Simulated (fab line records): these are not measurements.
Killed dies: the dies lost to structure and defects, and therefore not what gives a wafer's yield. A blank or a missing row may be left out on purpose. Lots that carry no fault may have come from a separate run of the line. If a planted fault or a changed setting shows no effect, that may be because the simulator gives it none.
What tool caused it? :: flow gf180mcu :: 11 lots, 33 wafers sampled, at 6 steps of a route of 602

WHAT EACH GAUGE READ, for each wafer
GF_VT_IMPLANT_RS_MEAS_48: uses a four-point probe to measure.
lot: L902
measured: day 7 18:44
on: film-metro-01
LVPWELL_RS (ohm/sq): 1202 1198 1194

lot: L903
measured: day 8 05:21
on: film-metro-03
LVPWELL_RS (ohm/sq): 1195 1195 1194

lot: L906
measured: day 8 22:24
on: film-metro-02
LVPWELL_RS (ohm/sq): 1187 1191 1191

lot: L909
measured: day 9 18:44
on: film-metro-02
LVPWELL_RS (ohm/sq): 1196 1199 1199

lot: L911
measured: day 10 10:09
on: film-metro-03
LVPWELL_RS (ohm/sq): 1189 1189 1193

lot: L913
measured: day 10 21:03
on: film-metro-01
LVPWELL_RS (ohm/sq): 1194 1191 1190

lot: L914
measured: day 11 05:20
on: film-metro-01
LVPWELL_RS (ohm/sq): 1197 1198 1198

lot: L919
measured: day 12 14:46
on: film-metro-01
LVPWELL_RS (ohm/sq): 1174 1179 1174 1175 1178 1173

lot: L920
measured: day 12 21:22
on: film-metro-01
LVPWELL_RS (ohm/sq): 1197 1196 1197

lot: L923
measured: day 13 22:04
on: film-metro-02
LVPWELL_RS (ohm/sq): 1179 1175 1177 1178 1177 1178

lot: L924
measured: day 13 23:17
on: film-metro-01
LVPWELL_RS (ohm/sq): 1193 1189 1192

GF_VT_IMPLANT_RS_MEAS_49: uses a four-point probe to measure.
lot: L902
measured: day 7 18:52
on: film-metro-01
MVPSD_RS (ohm/sq): 1173.3 1168.9 1170.6

lot: L903
measured: day 8 05:28
on: film-metro-03
MVPSD_RS (ohm/sq): 1164.2 1164.9 1166.2

lot: L906
measured: day 8 22:31
on: film-metro-02
MVPSD_RS (ohm/sq): 1168.2 1166.6 1166.6

lot: L909
measured: day 9 18:51
on: film-metro-02
MVPSD_RS (ohm/sq): 1167.3 1165.6 1170.7

lot: L911
measured: day 10 10:16
on: film-metro-03
MVPSD_RS (ohm/sq): 1172.3 1168.9 1172.0

lot: L913
measured: day 10 21:10
on: film-metro-01
MVPSD_RS (ohm/sq): 1171.1 1174.9 1173.4

lot: L914
measured: day 11 05:27
on: film-metro-01
MVPSD_RS (ohm/sq): 1171.9 1167.8 1166.2

lot: L919
measured: day 12 19:31
on: film-metro-01
MVPSD_RS (ohm/sq): 1168.6 1167.9 1166.7

lot: L920
measured: day 12 21:29
on: film-metro-01
MVPSD_RS (ohm/sq): 1170.2 1169.7 1169.4

lot: L923
measured: day 13 23:35
on: film-metro-02
MVPSD_RS (ohm/sq): 1171.6 1169.7 1170.4

lot: L924
measured: day 13 23:24
on: film-metro-01
MVPSD_RS (ohm/sq): 1169.0 1166.1 1167.7

GF_V1_THK_MEAS_25: measures by xrf.
lot: L902
measured: day 18 11:22
on: film-metro-04
V1_W_THK (nm): 346 344 335

lot: L903
measured: day 19 01:06
on: film-metro-03
V1_W_THK (nm): 344 351 338

lot: L906
measured: day 20 06:55
on: film-metro-04
V1_W_THK (nm): 339 343 333

lot: L909
measured: day 21 12:32
on: film-metro-03
V1_W_THK (nm): 349 350 347

lot: L911
measured: day 22 08:23
on: film-metro-04
V1_W_THK (nm): 340 336 341

lot: L913
measured: day 22 20:45
on: film-metro-04
V1_W_THK (nm): 336 332 340

lot: L914
measured: day 23 03:16
on: film-metro-03
V1_W_THK (nm): 345 342 340

lot: L919
measured: day 24 19:02
on: film-metro-04
V1_W_THK (nm): 346 345 345

lot: L920
measured: day 24 23:17
on: film-metro-04
V1_W_THK (nm): 348 346 352

lot: L923
measured: day 26 00:37
on: film-metro-03
V1_W_THK (nm): 351 345 349

lot: L924
measured: day 26 05:53
on: film-metro-04
V1_W_THK (nm): 336 333 336

TOOL THAT RAN EACH LOT (tool first, then ch and the chambers of the sampled wafers, then the start)
lot: L902
GF_LVPWELL_IMPLANT_09: implanter-02 ch 0, day 4 02:35
GF_CONTACT_ETCH_16: rie-diel-02 ch 0,1,3, day 16 09:30
GF_V1_ETCH_16: rie-diel-02 ch 1,2,3, day 18 10:21

lot: L903
GF_LVPWELL_IMPLANT_09: implanter-01 ch 0, day 4 09:37
GF_CONTACT_ETCH_16: rie-diel-03 ch 1,2,3, day 16 22:15
GF_V1_ETCH_16: rie-diel-04 ch 0,2,3, day 19 00:05

lot: L906
GF_LVPWELL_IMPLANT_09: implanter-02 ch 0, day 5 00:13
GF_CONTACT_ETCH_16: rie-diel-03 ch 0,1,2, day 18 03:43
GF_V1_ETCH_16: rie-diel-03 ch 0,2,3, day 20 05:53

lot: L909
GF_LVPWELL_IMPLANT_09: implanter-02 ch 0, day 5 18:05
GF_CONTACT_ETCH_16: rie-diel-02 ch 2,3, day 19 08:45
GF_V1_ETCH_16: rie-diel-04 ch 0,1, day 21 11:27

lot: L911
GF_LVPWELL_IMPLANT_09: implanter-04 ch 0, day 6 05:50
GF_CONTACT_ETCH_16: rie-diel-01 ch 0,1,3, day 20 03:12
GF_V1_ETCH_16: rie-diel-02 ch 0,1,2, day 22 07:21

lot: L913
GF_LVPWELL_IMPLANT_09: implanter-01 ch 0, day 6 15:22
GF_CONTACT_ETCH_16: rie-diel-03 ch 0,1,3, day 20 17:43
GF_V1_ETCH_16: rie-diel-02 ch 1,2, day 22 19:45

lot: L914
GF_LVPWELL_IMPLANT_09: implanter-02 ch 0, day 6 22:30
GF_CONTACT_ETCH_16: rie-diel-02 ch 0,3, day 21 00:00
GF_V1_ETCH_16: rie-diel-02 ch 0,3, day 23 02:14

lot: L919
GF_LVPWELL_IMPLANT_09: implanter-02 ch 0, day 8 02:26
GF_CONTACT_ETCH_16: rie-diel-03 ch 1,3, day 22 17:01
GF_V1_ETCH_16: rie-diel-02 ch 0,1, day 24 18:00

lot: L920
GF_LVPWELL_IMPLANT_09: implanter-04 ch 0, day 8 08:35
GF_CONTACT_ETCH_16: rie-diel-01 ch 0,1, day 22 22:31
GF_V1_ETCH_16: rie-diel-03 ch 2,3, day 24 22:16

lot: L923
GF_LVPWELL_IMPLANT_09: implanter-02 ch 0, day 9 03:08
GF_CONTACT_ETCH_16: rie-diel-02 ch 0,1,2, day 24 00:00
GF_V1_ETCH_16: rie-diel-02 ch 0,1,3, day 25 23:37

lot: L924
GF_LVPWELL_IMPLANT_09: implanter-01 ch 0, day 9 05:05
GF_CONTACT_ETCH_16: rie-diel-03 ch 0,1, day 24 06:28
GF_V1_ETCH_16: rie-diel-03 ch 0,2,3, day 26 04:54
- GF_LVPWELL_IMPLANT_09
- GF_CONTACT_ETCH_16: etches BARC in N2/H2.
- GF_V1_ETCH_16: etches BARC in N2/H2.

AS READ BY THE TOOLS THEMSELVES (means over the sampled wafers that have a number; for cases with no such wafer, the mark the record gives instead)
GF_LVPWELL_IMPLANT_09.
lot: L902
tool: implanter-02
dose-ions-cm2: 5e+12
faraday-current-uA: 28.1

lot: L903
tool: implanter-01
dose-ions-cm2: 5e+12
faraday-current-uA: 28.3

lot: L906
tool: implanter-02
dose-ions-cm2: 5e+12
faraday-current-uA: 28.1

lot: L909
tool: implanter-02
dose-ions-cm2: 5e+12
faraday-current-uA: 28.6

lot: L911
tool: implanter-04
dose-ions-cm2: 5e+12
faraday-current-uA: 28.2

lot: L913
tool: implanter-01
dose-ions-cm2: 5e+12
faraday-current-uA: 28.0

lot: L914
tool: implanter-02
dose-ions-cm2: 5e+12
faraday-current-uA: 28.3

lot: L919
tool: implanter-02
dose-ions-cm2: 5e+12
faraday-current-uA: 31.0

lot: L920
tool: implanter-04
dose-ions-cm2: 5e+12
faraday-current-uA: 28.2

lot: L923
tool: implanter-02
dose-ions-cm2: 5e+12
faraday-current-uA: 31.1

lot: L924
tool: implanter-01
dose-ions-cm2: 5e+12
faraday-current-uA: 28.3

GF_CONTACT_ETCH_16.
lot: L902
tool: rie-diel-02
bias-w (W): 99.97
drypump-motor-current-A (A): 6.2
oes-product-au (a.u.): 0.850
throttle-valve-pct (%): 13.231

lot: L903
tool: rie-diel-03
bias-w (W): 99.96
drypump-motor-current-A (A): 5.4
oes-product-au (a.u.): 0.853
throttle-valve-pct (%): 13.225

lot: L906
tool: rie-diel-03
bias-w (W): 99.98
drypump-motor-current-A (A): 5.6
oes-product-au (a.u.): 0.859
throttle-valve-pct (%): 13.221

lot: L909
tool: rie-diel-02
bias-w (W): 100.08
drypump-motor-current-A (A): 6.1
oes-product-au (a.u.): 0.855
throttle-valve-pct (%): 13.231

lot: L911
tool: rie-diel-01
bias-w (W): 100.20
drypump-motor-current-A (A): 5.4
oes-product-au (a.u.): 0.853
throttle-valve-pct (%): 13.224

lot: L913
tool: rie-diel-03
bias-w (W): 100.02
drypump-motor-current-A (A): 5.7
oes-product-au (a.u.): 0.856
throttle-valve-pct (%): 13.230

lot: L914
tool: rie-diel-02
bias-w (W): 99.57
drypump-motor-current-A (A): 6.2
oes-product-au (a.u.): 0.856
throttle-valve-pct (%): 13.225

lot: L919
tool: rie-diel-03
bias-w (W): 100.02
drypump-motor-current-A (A): 5.5
oes-product-au (a.u.): 0.855
throttle-valve-pct (%): 13.224

lot: L920
tool: rie-diel-01
bias-w (W): 99.88
drypump-motor-current-A (A): 5.5
oes-product-au (a.u.): 0.858
throttle-valve-pct (%): 13.219

lot: L923
tool: rie-diel-02
bias-w (W): 99.98
drypump-motor-current-A (A): 6.4
oes-product-au (a.u.): 0.857
throttle-valve-pct (%): 13.226

lot: L924
tool: rie-diel-03
bias-w (W): 100.23
drypump-motor-current-A (A): 6.0
oes-product-au (a.u.): 0.858
throttle-valve-pct (%): 13.228

GF_V1_ETCH_16.
lot: L902
tool: rie-diel-02
bias-w (W): 100.2
drypump-motor-current-A (A): 6.2
oes-product-au (a.u.): 0.856
throttle-valve-pct (%): 13.228

lot: L903
tool: rie-diel-04
bias-w (W): 100.1
drypump-motor-current-A (A): 5.7
oes-product-au (a.u.): 0.858
throttle-valve-pct (%): 13.217

lot: L906
tool: rie-diel-03
bias-w (W): 100.1
drypump-motor-current-A (A): 5.5
oes-product-au (a.u.): 0.858
throttle-valve-pct (%): 13.217

lot: L909
tool: rie-diel-04
bias-w (W): 100.0
drypump-motor-current-A (A): 5.8
oes-product-au (a.u.): 0.855
throttle-valve-pct (%): 13.215

lot: L911
tool: rie-diel-02
bias-w (W): 100.0
drypump-motor-current-A (A): 6.3
oes-product-au (a.u.): 0.855
throttle-valve-pct (%): 13.228

lot: L913
tool: rie-diel-02
bias-w (W): 99.8
drypump-motor-current-A (A): 6.3
oes-product-au (a.u.): 0.856
throttle-valve-pct (%): 13.230

lot: L914
tool: rie-diel-02
bias-w (W): 99.9
drypump-motor-current-A (A): 6.2
oes-product-au (a.u.): 0.854
throttle-valve-pct (%): 13.230

lot: L919
tool: rie-diel-02
bias-w (W): 99.9
drypump-motor-current-A (A): 6.3
oes-product-au (a.u.): 0.857
throttle-valve-pct (%): 13.236

lot: L920
tool: rie-diel-03
bias-w (W): 99.7
drypump-motor-current-A (A): 5.2
oes-product-au (a.u.): 0.856
throttle-valve-pct (%): 13.221

lot: L923
tool: rie-diel-02
bias-w (W): 99.9
drypump-motor-current-A (A): 6.2
oes-product-au (a.u.): 0.855
throttle-valve-pct (%): 13.222

lot: L924
tool: rie-diel-03
bias-w (W): 99.7
drypump-motor-current-A (A): 5.5
oes-product-au (a.u.): 0.854
throttle-valve-pct (%): 13.226

THE ANSWER, worked out from the rows above alone
Rule: the usual values come from the lots themselves. Put in order of their means at a reading, lots are off if they are a third of the lots or fewer, leave a main group of 4 or more, and stand apart from it by a gap of 3 or more times the standard deviation of the main group's means; of several such gaps the widest counts. Not used: any main group whose means are identical at the precision the tables above print for the reading. Also off: a lot with no number at a reading for which 4 or more lots have one. All remaining lots with rows at the step are treated as sound. After the gauges, taken in route order, come the tools' own readings; for these a lot's mean is taken, as printed above. At the first step where some lot is off, the reading lying furthest off is the one used; lots without a number count as furthest.
Off: L919, L923, at GF_VT_IMPLANT_RS_MEAS_48 (LVPWELL_RS). Main group: mean 1194 ohm/sq, sd 3.3.
A tool fits if, at a process step before that reading, it ran every lot that is off, and no sound lot after the first of them. Not tried: the gauges at GF_VT_IMPLANT_RS_MEAS_48; whatever is off there is also off at GF_LVPWELL_IMPLANT_09, on other tools, and gauge error can't account for it. One fits: GF_LVPWELL_IMPLANT_09 on implanter-02. Its last sound lot is L914 (day 6 22:30), its first lot that is off L919 (day 8 02:26): a fault that began between those two fits.
On the lots that are off, the tool's own readings at GF_LVPWELL_IMPLANT_09 differ by more than 5 times the standard deviation of the sound lots' means, which bears it out; faraday-current-uA reads 31.1 there versus 28.2 on the sound lots.

WHAT THE SIMULATOR HAD INSERTED
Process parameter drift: implanter-02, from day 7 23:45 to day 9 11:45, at GF_LVPWELL_IMPLANT_09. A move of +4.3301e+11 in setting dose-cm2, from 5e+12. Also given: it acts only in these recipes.
Lots struck among those shown: L919, L923. The rule above reached the same finding.
